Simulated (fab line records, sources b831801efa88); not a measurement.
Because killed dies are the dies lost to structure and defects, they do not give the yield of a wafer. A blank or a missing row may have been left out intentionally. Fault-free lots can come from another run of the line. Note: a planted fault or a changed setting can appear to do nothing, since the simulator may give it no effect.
The tool behind it: which one? / flow gf180mcu / 14 lots, 40 wafers sampled, at 3 steps of a route of 602

== WHAT THE GAUGES READ, wafer by wafer ==
GF_V2_CD_MEAS_14: target cd 260 nm.
lot=L576; measured=day 20 06:48; on=cdSem-01; cdNm (nm)=260.1 259.8 259.6
lot=L577; measured=day 20 17:21; on=cdSem-02; cdNm (nm)=259.6 258.0 258.6
lot=L584; measured=day 23 13:25; on=cdSem-02; cdNm (nm)=264.8 260.0
lot=L586; measured=day 24 00:46; on=cdSem-01; cdNm (nm)=266.8 262.1
lot=L587; measured=day 24 11:49; on=cdSem-01; cdNm (nm)=264.0 259.7 258.8
lot=L588; measured=day 24 13:46; on=cdSem-01; cdNm (nm)=262.2 262.5 261.4
lot=L591; measured=day 25 22:37; on=cdSem-02; cdNm (nm)=260.9 261.9 261.5
lot=L592; measured=day 26 01:19; on=cdSem-02; cdNm (nm)=260.3 260.7 260.8
lot=L593; measured=day 26 11:39; on=cdSem-02; cdNm (nm)=260.4 259.1 258.1
lot=L594; measured=day 26 14:13; on=cdSem-01; cdNm (nm)=259.1 258.0 258.9
lot=L595; measured=day 26 18:37; on=cdSem-01; cdNm (nm)=259.8 259.7 261.1
lot=L597; measured=day 27 08:55; on=cdSem-02; cdNm (nm)=260.7 259.8 260.5
lot=L598; measured=day 27 19:07; on=cdSem-02; cdNm (nm)=261.6 261.4 262.0
lot=L599; measured=day 27 23:07; on=cdSem-01; cdNm (nm)=257.3 258.9 258.0

== WHAT TOOL EACH LOT RAN ON (gives the tool, then ch and the chambers of the sampled wafers, and finally the start) ==
lot=L576; GF_V1_STRIP_18=plasmaAsher-01 ch 0,1, day 18 03:50; GF_V2_COAT_09=lithoTrack-01 ch 0, day 19 18:00
lot=L577; GF_V1_STRIP_18=plasmaAsher-01 ch 0,1, day 18 13:44; GF_V2_COAT_09=lithoTrack-04 ch 0, day 20 04:00
lot=L584; GF_V1_STRIP_18=plasmaAsher-03 ch 0, day 21 11:41; GF_V2_COAT_09=lithoTrack-01 ch 0, day 23 01:00
lot=L586; GF_V1_STRIP_18=plasmaAsher-03 ch 0, day 22 00:24; GF_V2_COAT_09=lithoTrack-01 ch 0, day 23 13:00
lot=L587; GF_V1_STRIP_18=plasmaAsher-03 ch 0,1, day 22 11:45; GF_V2_COAT_09=lithoTrack-01 ch 0, day 24 00:00
lot=L588; GF_V1_STRIP_18=plasmaAsher-01 ch 0,1, day 22 13:02; GF_V2_COAT_09=lithoTrack-02 ch 0, day 24 01:00
lot=L591; GF_V1_STRIP_18=plasmaAsher-02 ch 0,1, day 24 00:30; GF_V2_COAT_09=lithoTrack-04 ch 0, day 25 12:00
lot=L592; GF_V1_STRIP_18=plasmaAsher-01 ch 0,1, day 24 04:29; GF_V2_COAT_09=lithoTrack-04 ch 0, day 25 14:00
lot=L593; GF_V1_STRIP_18=plasmaAsher-02 ch 0,1, day 24 14:49; GF_V2_COAT_09=lithoTrack-04 ch 0, day 26 00:00
lot=L594; GF_V1_STRIP_18=plasmaAsher-01 ch 0,1, day 24 17:08; GF_V2_COAT_09=lithoTrack-02 ch 0, day 26 04:00
lot=L595; GF_V1_STRIP_18=plasmaAsher-01 ch 0,1, day 24 21:44; GF_V2_COAT_09=lithoTrack-04 ch 0, day 26 08:00
lot=L597; GF_V1_STRIP_18=plasmaAsher-02 ch 0,1, day 25 13:00; GF_V2_COAT_09=lithoTrack-04 ch 0, day 26 22:00
lot=L598; GF_V1_STRIP_18=plasmaAsher-03 ch 0,1, day 25 23:59; GF_V2_COAT_09=lithoTrack-04 ch 0, day 27 09:00
lot=L599; GF_V1_STRIP_18=plasmaAsher-01 ch 0,1, day 26 02:35; GF_V2_COAT_09=lithoTrack-01 ch 0, day 27 12:00
- GF_V1_STRIP_18: strips in O2/N2.
- GF_V2_COAT_09: resist thk 1000 nm.

== AS READ BY THE TOOLS THEMSELVES (means over the sampled wafers that have a number; for cases with no such wafer, the mark the record gives instead) ==
GF_V1_STRIP_18.
lot=L576; tool=plasmaAsher-01; drypumpMotorCurrentA (A)=5.4; heaterPowerW (W)=321; oesProductAu (a.u.)=0.593
lot=L577; tool=plasmaAsher-01; drypumpMotorCurrentA (A)=5.4; heaterPowerW (W)=315; oesProductAu (a.u.)=0.598
lot=L584; tool=plasmaAsher-03; drypumpMotorCurrentA (A)=5.4; heaterPowerW (W)=326; oesProductAu (a.u.)=0.594
lot=L586; tool=plasmaAsher-03; drypumpMotorCurrentA (A)=5.4; heaterPowerW (W)=333; oesProductAu (a.u.)=0.589
lot=L587; tool=plasmaAsher-03; drypumpMotorCurrentA (A)=5.9; heaterPowerW (W)=330; oesProductAu (a.u.)=0.602
lot=L588; tool=plasmaAsher-01; drypumpMotorCurrentA (A)=5.4; heaterPowerW (W)=321; oesProductAu (a.u.)=0.587
lot=L591; tool=plasmaAsher-02; drypumpMotorCurrentA (A)=5.7; heaterPowerW (W)=313; oesProductAu (a.u.)=0.594
lot=L592; tool=plasmaAsher-01; drypumpMotorCurrentA (A)=5.4; heaterPowerW (W)=316; oesProductAu (a.u.)=0.595
lot=L593; tool=plasmaAsher-02; drypumpMotorCurrentA (A)=5.7; heaterPowerW (W)=312; oesProductAu (a.u.)=0.595
lot=L594; tool=plasmaAsher-01; drypumpMotorCurrentA (A)=5.4; heaterPowerW (W)=320; oesProductAu (a.u.)=0.593
lot=L595; tool=plasmaAsher-01; drypumpMotorCurrentA (A)=5.4; heaterPowerW (W)=319; oesProductAu (a.u.)=0.590
lot=L597; tool=plasmaAsher-02; drypumpMotorCurrentA (A)=5.7; heaterPowerW (W)=313; oesProductAu (a.u.)=0.591
lot=L598; tool=plasmaAsher-03; drypumpMotorCurrentA (A)=5.9; heaterPowerW (W)=331; oesProductAu (a.u.)=0.598
lot=L599; tool=plasmaAsher-01; drypumpMotorCurrentA (A)=5.4; heaterPowerW (W)=315; oesProductAu (a.u.)=0.596

== THE ANSWER, worked out from the rows above alone ==
Rule: the lots themselves supply what counts as usual. Put in order of their means at a reading, lots are off if they are a third of the lots or fewer, leave a main group of 4 or more, and stand apart from it by a gap of 3 or more times the standard deviation of the main group's means; of several such gaps the widest counts. Not used: any main group whose means are identical at the precision the tables above print for the reading. Also off: a lot with no number at a reading for which 4 or more lots have one. Any other lot the step has rows for is counted as sound. Order of review: gauges by route order, followed by the tools' own readings, for which a lot's mean as printed above is used. The first step at which some lot is off is used, and at that step the reading that is off furthest; a lot without a number counts as furthest.
None of the lots is off at any reading shown; this tells nothing.

== WHAT THE SIMULATOR HAD PUT IN ==
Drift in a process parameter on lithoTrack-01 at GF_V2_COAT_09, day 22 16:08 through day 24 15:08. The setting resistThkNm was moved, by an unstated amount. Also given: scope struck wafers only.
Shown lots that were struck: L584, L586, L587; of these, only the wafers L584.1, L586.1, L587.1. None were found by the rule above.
